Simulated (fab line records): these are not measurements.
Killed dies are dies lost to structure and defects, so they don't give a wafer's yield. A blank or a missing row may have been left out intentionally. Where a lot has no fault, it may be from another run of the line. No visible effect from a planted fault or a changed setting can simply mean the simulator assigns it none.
The tool behind it: which one? | flow sky130 | Sampling: 7 lots, 21 wafers, 4 of 708 route steps

## WHAT EACH GAUGE READ, for each wafer
SKY_VT_ADJUST_HVTP_TW_MEAS_11.
lot  | measured     | on            | VT_ADJUST_HVTP_TW
L260 | day 6 10:08  | film metro-04 | 1364 1361 1356
L262 | day 7 04:36  | film metro-01 | 1352 1354 1350
L264 | day 7 18:53  | film metro-01 | 1352 1354 1356
L267 | day 8 01:53  | film metro-03 | 1353 1352 1356
L270 | day 8 22:46  | film metro-03 | 30 30 30
L274 | day 9 17:32  | film metro-01 | 1347 1348 1353
L280 | day 11 15:29 | film metro-03 | 1340 1341 1353

## EACH LOT AND THE TOOL THAT RAN IT (in order: tool; ch and the chambers of the sampled wafers; start)
lot  | SKY_DNWELL_STRIP_08                 | SKY_NWELL_STRIP_25                  | SKY_VT_ADJUST_HVTP_STRIP_10
L260 | plasma asher-04 ch 0,1, day 3 11:59 | plasma asher-04 ch 0,1, day 5 15:07 | plasma asher-03 ch 0,1, day 6 10:02
L262 | plasma asher-03 ch 0,1, day 4 05:07 | plasma asher-04 ch 0,1, day 6 09:37 | plasma asher-03 ch 0,1, day 7 04:31
L264 | plasma asher-03 ch 0,1, day 4 16:34 | plasma asher-02 ch 0,1, day 6 23:51 | plasma asher-03 ch 0,1, day 7 18:47
L267 | plasma asher-01 ch 0,1, day 4 23:55 | plasma asher-01 ch 0,1, day 7 08:28 | plasma asher-02 ch 0, day 8 01:47
L270 | plasma asher-03 ch 0, day 5 17:22   | plasma asher-04 ch 0,1, day 8 00:18 | plasma asher-01 ch 0,1, day 8 22:40
L274 | plasma asher-04 ch 0,1, day 6 10:34 | plasma asher-04 ch 0,1, day 8 19:59 | plasma asher-02 ch 0,1, day 9 17:26
L280 | plasma asher-04 ch 0,1, day 7 22:53 | plasma asher-01 ch 0, day 10 15:39  | plasma asher-02 ch 0, day 11 15:23
- SKY_DNWELL_STRIP_08: strips in O2/N2.
- SKY_NWELL_STRIP_25: strips in O2/N2.
- SKY_VT_ADJUST_HVTP_STRIP_10: strips in O2/N2.

## THE ANSWER, worked out from the rows above alone
Rule: the lots themselves supply what counts as usual. The widest of any qualifying gaps counts: lots, ordered by their means at a reading, are off when they make up no more than a third of the lots, leave a main group of 4 or more, and stand apart from it by 3 or more times the standard deviation of that group's means. If all means in a main group match to the digits the tables above print for the reading, that group is not used. Also off: a lot with no number at a reading for which 4 or more lots have one. All remaining lots with rows at the step are treated as sound.
Off: L270, seen at SKY_VT_ADJUST_HVTP_TW_MEAS_11 (VT_ADJUST_HVTP_TW). Main group: mean 1352, sd 4.8.
A tool fits if, at a process step before that reading, it ran every lot that is off, and no sound lot after the first of them. The gauges at SKY_VT_ADJUST_HVTP_TW_MEAS_11 are tried like those tools. This does not decide it: 2 tools fit, namely plasma asher-03 at SKY_DNWELL_STRIP_08 and plasma asher-01 at SKY_VT_ADJUST_HVTP_STRIP_10.

## WHAT WAS PUT IN BY THE SIMULATOR
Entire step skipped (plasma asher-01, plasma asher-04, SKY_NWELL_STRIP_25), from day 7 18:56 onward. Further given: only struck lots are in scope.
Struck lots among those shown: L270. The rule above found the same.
